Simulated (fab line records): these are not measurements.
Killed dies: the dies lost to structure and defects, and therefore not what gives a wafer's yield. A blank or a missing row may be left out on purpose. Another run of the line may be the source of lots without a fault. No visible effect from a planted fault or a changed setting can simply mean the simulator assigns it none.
Which tool is to blame? || flow sky130 || 42 wafers from 14 lots sampled at 4 of the route's 708 steps

== WHAT THE GAUGES SHOWED, per wafer ==
Not one reading of a measure or inspect step in the record can be checked against a usual standard deviation.

== WHICH TOOL RAN EACH LOT (tool, then ch and the chambers of the sampled wafers, then the start) ==
{"lot": "L598", "SKY_SONOS_TUNNEL_WET_ETCH_10": "wet bench-02 ch 2, day 12 08:02", "SKY_CONTACT_ETCH_16": "rie diel-02 ch 0,1,2, day 32 20:01", "SKY_CONTACT_SPUTTER_23": "pvd sputter-03, day 32 20:50", "SKY_METAL1_DESCUM_17": "rie metal-02 ch 0, day 33 23:23"}
{"lot": "L601", "SKY_SONOS_TUNNEL_WET_ETCH_10": "wet bench-02 ch 3, day 13 01:58", "SKY_CONTACT_ETCH_16": "rie diel-03 ch 0,3, day 33 09:28", "SKY_CONTACT_SPUTTER_23": "pvd sputter-01, day 33 10:13", "SKY_METAL1_DESCUM_17": "rie metal-03 ch 0,1, day 34 13:19"}
{"lot": "L600", "SKY_SONOS_TUNNEL_WET_ETCH_10": "wet bench-02 ch 1, day 13 04:14", "SKY_CONTACT_ETCH_16": "rie diel-03 ch 0,1,3, day 33 15:56", "SKY_CONTACT_SPUTTER_23": "pvd sputter-02, day 33 16:47", "SKY_METAL1_DESCUM_17": "rie metal-01 ch 0,1, day 34 19:58"}
{"lot": "L606", "SKY_SONOS_TUNNEL_WET_ETCH_10": "wet bench-03 ch 3, day 14 15:47", "SKY_CONTACT_ETCH_16": "rie diel-02 ch 2,3, day 35 00:02", "SKY_CONTACT_SPUTTER_23": "pvd sputter-03, day 35 00:46", "SKY_METAL1_DESCUM_17": "rie metal-02 ch 0, day 36 02:26"}
{"lot": "L607", "SKY_SONOS_TUNNEL_WET_ETCH_10": "wet bench-03 ch 2, day 15 02:07", "SKY_CONTACT_ETCH_16": "rie diel-02 ch 2,3, day 35 08:46", "SKY_CONTACT_SPUTTER_23": "pvd sputter-01, day 35 09:29", "SKY_METAL1_DESCUM_17": "rie metal-03 ch 0,1, day 36 12:43"}
{"lot": "L609", "SKY_SONOS_TUNNEL_WET_ETCH_10": "wet bench-03 ch 2, day 15 18:40", "SKY_CONTACT_ETCH_16": "rie diel-03 ch 0,1,3, day 36 00:40", "SKY_CONTACT_SPUTTER_23": "pvd sputter-02, day 36 01:23", "SKY_METAL1_DESCUM_17": "rie metal-01 ch 0,1, day 37 04:31"}
{"lot": "L611", "SKY_SONOS_TUNNEL_WET_ETCH_10": "wet bench-02 ch 1, day 16 06:53", "SKY_CONTACT_ETCH_16": "rie diel-02 ch 0,3, day 36 10:28", "SKY_CONTACT_SPUTTER_23": "pvd sputter-03, day 36 11:14", "SKY_METAL1_DESCUM_17": "rie metal-01 ch 0,1, day 37 14:37"}
{"lot": "L612", "SKY_SONOS_TUNNEL_WET_ETCH_10": "wet bench-02 ch 3, day 16 15:38", "SKY_CONTACT_ETCH_16": "rie diel-04 ch 0,2,3, day 36 22:25", "SKY_CONTACT_SPUTTER_23": "pvd sputter-02, day 36 23:08", "SKY_METAL1_DESCUM_17": "rie metal-02 ch 0,1, day 38 01:43"}
{"lot": "L613", "SKY_SONOS_TUNNEL_WET_ETCH_10": "wet bench-02 ch 1, day 16 23:20", "SKY_CONTACT_ETCH_16": "rie diel-02 ch 0,3, day 37 05:13", "SKY_CONTACT_SPUTTER_23": "pvd sputter-03, day 37 05:56", "SKY_METAL1_DESCUM_17": "rie metal-02 ch 0,1, day 38 08:53"}
{"lot": "L614", "SKY_SONOS_TUNNEL_WET_ETCH_10": "wet bench-02 ch 0, day 17 06:22", "SKY_CONTACT_ETCH_16": "rie diel-03 ch 0,2,3, day 37 08:47", "SKY_CONTACT_SPUTTER_23": "pvd sputter-01, day 37 09:31", "SKY_METAL1_DESCUM_17": "rie metal-02 ch 1, day 38 11:43"}
{"lot": "L615", "SKY_SONOS_TUNNEL_WET_ETCH_10": "wet bench-04 ch 0, day 17 16:20", "SKY_CONTACT_ETCH_16": "rie diel-04 ch 0,3, day 37 16:13", "SKY_CONTACT_SPUTTER_23": "pvd sputter-01, day 37 16:56", "SKY_METAL1_DESCUM_17": "rie metal-01 ch 0,1, day 38 19:50"}
{"lot": "L616", "SKY_SONOS_TUNNEL_WET_ETCH_10": "wet bench-04 ch 0, day 17 21:50", "SKY_CONTACT_ETCH_16": "rie diel-02 ch 1,2,3, day 38 00:28", "SKY_CONTACT_SPUTTER_23": "pvd sputter-02, day 38 01:14", "SKY_METAL1_DESCUM_17": "rie metal-01 ch 0,1, day 39 03:52"}
{"lot": "L618", "SKY_SONOS_TUNNEL_WET_ETCH_10": "wet bench-04 ch 3, day 18 16:22", "SKY_CONTACT_ETCH_16": "rie diel-02 ch 0,3, day 38 10:46", "SKY_CONTACT_SPUTTER_23": "pvd sputter-01, day 38 11:29", "SKY_METAL1_DESCUM_17": "rie metal-03 ch 0,1, day 39 13:07"}
{"lot": "L619", "SKY_SONOS_TUNNEL_WET_ETCH_10": "wet bench-04 ch 0, day 19 03:41", "SKY_CONTACT_ETCH_16": "rie diel-02 ch 2,3, day 38 20:25", "SKY_CONTACT_SPUTTER_23": "pvd sputter-01, day 38 21:10", "SKY_METAL1_DESCUM_17": "rie metal-01 ch 0,1, day 39 22:47"}
- SKY_SONOS_TUNNEL_WET_ETCH_10: etches SiO2 in dHF, target depth 14 nm, time 280 s.
- SKY_CONTACT_ETCH_16: etches BARC in N2/H2, stops on SiO2, time 45.9 s, target depth 60 nm.
- SKY_CONTACT_SPUTTER_23: material TiN, target thk 20 nm, time 80 s.
- SKY_METAL1_DESCUM_17: chemistry O2, time 8 s.

== AS READ BY THE TOOLS THEMSELVES (means over the sampled wafers that have a number; for cases with no such wafer, the mark the record gives instead) ==
SKY_SONOS_TUNNEL_WET_ETCH_10. Usual: run length s at 310 s, with a standard deviation of 3.7.
{"lot": "L598", "tool": "wet bench-02", "run length s (s)": 313, "flag": ""}
{"lot": "L601", "tool": "wet bench-02", "run length s (s)": 313, "flag": ""}
{"lot": "L600", "tool": "wet bench-02", "run length s (s)": 314, "flag": ""}
{"lot": "L606", "tool": "wet bench-03", "run length s (s)": 314, "flag": ""}
{"lot": "L607", "tool": "wet bench-03", "run length s (s)": 127, "flag": "OFF"}
{"lot": "L609", "tool": "wet bench-03", "run length s (s)": 126, "flag": "OFF"}
{"lot": "L611", "tool": "wet bench-02", "run length s (s)": 314, "flag": ""}
{"lot": "L612", "tool": "wet bench-02", "run length s (s)": 314, "flag": ""}
{"lot": "L613", "tool": "wet bench-02", "run length s (s)": 306, "flag": ""}
{"lot": "L614", "tool": "wet bench-02", "run length s (s)": 306, "flag": ""}
{"lot": "L615", "tool": "wet bench-04", "run length s (s)": 304, "flag": ""}
{"lot": "L616", "tool": "wet bench-04", "run length s (s)": 305, "flag": ""}
{"lot": "L618", "tool": "wet bench-04", "run length s (s)": 313, "flag": ""}
{"lot": "L619", "tool": "wet bench-04", "run length s (s)": 312, "flag": ""}

SKY_CONTACT_ETCH_16. Usual: chamber pressure mTorr 30.003 mTorr, standard deviation 0.025; drypump motor current A 5.6 A, standard deviation 0.46; oes product au 0.855 a.u., standard deviation 0.0045; run length s 74.2 s, standard deviation 0.36; throttle valve pct 13.224 %, standard deviation 0.0096.
{"lot": "L598", "tool": "rie diel-02", "chamber pressure mTorr (mTorr)": 30.004, "drypump motor current A (A)": 5.5, "oes product au (a.u.)": 0.851, "run length s (s)": 74.6, "throttle valve pct (%)": 13.236, "flag": ""}
{"lot": "L601", "tool": "rie diel-03", "chamber pressure mTorr (mTorr)": 30.001, "drypump motor current A (A)": 6.1, "oes product au (a.u.)": 0.852, "run length s (s)": 74.5, "throttle valve pct (%)": 13.222, "flag": ""}
{"lot": "L600", "tool": "rie diel-03", "chamber pressure mTorr (mTorr)": 30.010, "drypump motor current A (A)": 5.9, "oes product au (a.u.)": 0.858, "run length s (s)": 74.4, "throttle valve pct (%)": 13.221, "flag": ""}
{"lot": "L606", "tool": "rie diel-02", "chamber pressure mTorr (mTorr)": 30.021, "drypump motor current A (A)": 5.7, "oes product au (a.u.)": 0.856, "run length s (s)": 74.2, "throttle valve pct (%)": 13.220, "flag": ""}
{"lot": "L607", "tool": "rie diel-02", "chamber pressure mTorr (mTorr)": 29.996, "drypump motor current A (A)": 5.3, "oes product au (a.u.)": 0.857, "run length s (s)": 74.1, "throttle valve pct (%)": 13.220, "flag": ""}
{"lot": "L609", "tool": "rie diel-03", "chamber pressure mTorr (mTorr)": 29.997, "drypump motor current A (A)": 5.9, "oes product au (a.u.)": 0.852, "run length s (s)": 74.5, "throttle valve pct (%)": 13.223, "flag": ""}
{"lot": "L611", "tool": "rie diel-02", "chamber pressure mTorr (mTorr)": 29.981, "drypump motor current A (A)": 5.1, "oes product au (a.u.)": 0.853, "run length s (s)": 74.3, "throttle valve pct (%)": 13.218, "flag": ""}
{"lot": "L612", "tool": "rie diel-04", "chamber pressure mTorr (mTorr)": 29.991, "drypump motor current A (A)": 5.4, "oes product au (a.u.)": 0.852, "run length s (s)": 74.3, "throttle valve pct (%)": 13.227, "flag": ""}
{"lot": "L613", "tool": "rie diel-02", "chamber pressure mTorr (mTorr)": 29.990, "drypump motor current A (A)": 5.1, "oes product au (a.u.)": 0.854, "run length s (s)": 74.1, "throttle valve pct (%)": 13.223, "flag": ""}
{"lot": "L614", "tool": "rie diel-03", "chamber pressure mTorr (mTorr)": 30.013, "drypump motor current A (A)": 6.1, "oes product au (a.u.)": 0.855, "run length s (s)": 74.1, "throttle valve pct (%)": 13.218, "flag": ""}
{"lot": "L615", "tool": "rie diel-04", "chamber pressure mTorr (mTorr)": 29.992, "drypump motor current A (A)": 5.4, "oes product au (a.u.)": 0.854, "run length s (s)": 74.1, "throttle valve pct (%)": 13.224, "flag": ""}
{"lot": "L616", "tool": "rie diel-02", "chamber pressure mTorr (mTorr)": 29.993, "drypump motor current A (A)": 5.3, "oes product au (a.u.)": 0.860, "run length s (s)": 74.2, "throttle valve pct (%)": 13.220, "flag": ""}
{"lot": "L618", "tool": "rie diel-02", "chamber pressure mTorr (mTorr)": 30.004, "drypump motor current A (A)": 5.3, "oes product au (a.u.)": 0.849, "run length s (s)": 74.3, "throttle valve pct (%)": 13.222, "flag": ""}
{"lot": "L619", "tool": "rie diel-02", "chamber pressure mTorr (mTorr)": 30.015, "drypump motor current A (A)": 5.7, "oes product au (a.u.)": 0.857, "run length s (s)": 74.1, "throttle valve pct (%)": 13.222, "flag": ""}

SKY_CONTACT_SPUTTER_23. Usual: throttle valve pct at 30.3 %, with a standard deviation of 1.1.
{"lot": "L598", "tool": "pvd sputter-03", "throttle valve pct (%)": 29.3, "flag": ""}
{"lot": "L601", "tool": "pvd sputter-01", "throttle valve pct (%)": 31.3, "flag": ""}
{"lot": "L600", "tool": "pvd sputter-02", "throttle valve pct (%)": 30.5, "flag": ""}
{"lot": "L606", "tool": "pvd sputter-03", "throttle valve pct (%)": 28.8, "flag": ""}
{"lot": "L607", "tool": "pvd sputter-01", "throttle valve pct (%)": 30.8, "flag": ""}
{"lot": "L609", "tool": "pvd sputter-02", "throttle valve pct (%)": 30.4, "flag": ""}
{"lot": "L611", "tool": "pvd sputter-03", "throttle valve pct (%)": 29.8, "flag": ""}
{"lot": "L612", "tool": "pvd sputter-02", "throttle valve pct (%)": 30.6, "flag": ""}
{"lot": "L613", "tool": "pvd sputter-03", "throttle valve pct (%)": 29.2, "flag": ""}
{"lot": "L614", "tool": "pvd sputter-01", "throttle valve pct (%)": 31.1, "flag": ""}
{"lot": "L615", "tool": "pvd sputter-01", "throttle valve pct (%)": 31.2, "flag": ""}
{"lot": "L616", "tool": "pvd sputter-02", "throttle valve pct (%)": 29.7, "flag": ""}
{"lot": "L618", "tool": "pvd sputter-01", "throttle valve pct (%)": 31.2, "flag": ""}
{"lot": "L619", "tool": "pvd sputter-01", "throttle valve pct (%)": 31.1, "flag": ""}

SKY_METAL1_DESCUM_17. Usual: chamber pressure mTorr 10.000 mTorr, standard deviation 0.0091; drypump motor current A 5.8 A, standard deviation 0.53; he backside leak sccm 3.4 sccm, standard deviation 0.38; oes product au 0.996 a.u., standard deviation 0.0086.
{"lot": "L598", "tool": "rie metal-02", "chamber pressure mTorr (mTorr)": 9.994, "drypump motor current A (A)": 5.8, "he backside leak sccm (sccm)": 3.2, "oes product au (a.u.)": 0.996, "flag": ""}
{"lot": "L601", "tool": "rie metal-03", "chamber pressure mTorr (mTorr)": 9.996, "drypump motor current A (A)": 5.3, "he backside leak sccm (sccm)": 3.5, "oes product au (a.u.)": 1.006, "flag": ""}
{"lot": "L600", "tool": "rie metal-01", "chamber pressure mTorr (mTorr)": 9.998, "drypump motor current A (A)": 6.4, "he backside leak sccm (sccm)": 3.4, "oes product au (a.u.)": 1.000, "flag": ""}
{"lot": "L606", "tool": "rie metal-02", "chamber pressure mTorr (mTorr)": 9.999, "drypump motor current A (A)": 5.8, "he backside leak sccm (sccm)": 3.3, "oes product au (a.u.)": 0.996, "flag": ""}
{"lot": "L607", "tool": "rie metal-03", "chamber pressure mTorr (mTorr)": 10.007, "drypump motor current A (A)": 5.3, "he backside leak sccm (sccm)": 3.4, "oes product au (a.u.)": 1.010, "flag": ""}
{"lot": "L609", "tool": "rie metal-01", "chamber pressure mTorr (mTorr)": 10.006, "drypump motor current A (A)": 6.3, "he backside leak sccm (sccm)": 3.2, "oes product au (a.u.)": 0.997, "flag": ""}
{"lot": "L611", "tool": "rie metal-01", "chamber pressure mTorr (mTorr)": 10.002, "drypump motor current A (A)": 6.4, "he backside leak sccm (sccm)": 3.4, "oes product au (a.u.)": 0.990, "flag": ""}
{"lot": "L612", "tool": "rie metal-02", "chamber pressure mTorr (mTorr)": 10.002, "drypump motor current A (A)": 5.4, "he backside leak sccm (sccm)": 3.2, "oes product au (a.u.)": 0.999, "flag": ""}
{"lot": "L613", "tool": "rie metal-02", "chamber pressure mTorr (mTorr)": 9.995, "drypump motor current A (A)": 5.5, "he backside leak sccm (sccm)": 3.4, "oes product au (a.u.)": 1.001, "flag": ""}
{"lot": "L614", "tool": "rie metal-02", "chamber pressure mTorr (mTorr)": 10.003, "drypump motor current A (A)": 4.9, "he backside leak sccm (sccm)": 3.2, "oes product au (a.u.)": 0.991, "flag": ""}
{"lot": "L615", "tool": "rie metal-01", "chamber pressure mTorr (mTorr)": 10.000, "drypump motor current A (A)": 6.3, "he backside leak sccm (sccm)": 3.4, "oes product au (a.u.)": 0.990, "flag": ""}
{"lot": "L616", "tool": "rie metal-01", "chamber pressure mTorr (mTorr)": 10.004, "drypump motor current A (A)": 6.4, "he backside leak sccm (sccm)": 3.3, "oes product au (a.u.)": 0.993, "flag": ""}
{"lot": "L618", "tool": "rie metal-03", "chamber pressure mTorr (mTorr)": 9.998, "drypump motor current A (A)": 5.2, "he backside leak sccm (sccm)": 3.3, "oes product au (a.u.)": 1.000, "flag": ""}
{"lot": "L619", "tool": "rie metal-01", "chamber pressure mTorr (mTorr)": 9.990, "drypump motor current A (A)": 6.3, "he backside leak sccm (sccm)": 3.4, "oes product au (a.u.)": 0.985, "flag": ""}

== THE ANSWER, worked out from the rows above alone ==
Rule: lot off if the mean of its wafers having a number is beyond 3 standard deviations from the usual mean. Also off: a lot with no number at a reading for which 4 or more lots have one. All remaining lots with rows at the step are treated as sound. First the gauges in route order, then the tools' own readings, where a lot's mean is used as printed above. At the first step where some lot is off, the reading lying furthest off is the one used; lots without a number count as furthest.
Off, at SKY_SONOS_TUNNEL_WET_ETCH_10 on run length s: L607, L609.
A tool fits if, at that step or a process step before it, it ran every lot that is off, and no sound lot after the first of them. One candidate fits, namely wet bench-03 at SKY_SONOS_TUNNEL_WET_ETCH_10. A fault onset in the window from L606 (day 14 15:47, its last sound lot) to L607 (day 15 02:07, its first lot off) fits.
The tool's own readings at SKY_SONOS_TUNNEL_WET_ETCH_10 bear it out: on the lots that are off they differ by more than 5 times the standard deviation of the sound lots' means. run length s reads 126 s there against 311 s on the sound lots.

== WHAT THE SIMULATOR HAD INSERTED ==
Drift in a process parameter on wet bench-03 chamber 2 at SKY_SONOS_TUNNEL_WET_ETCH_10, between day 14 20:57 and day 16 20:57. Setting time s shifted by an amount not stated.
Shown lots that were struck: L607, L609. Same finding as the rule above.
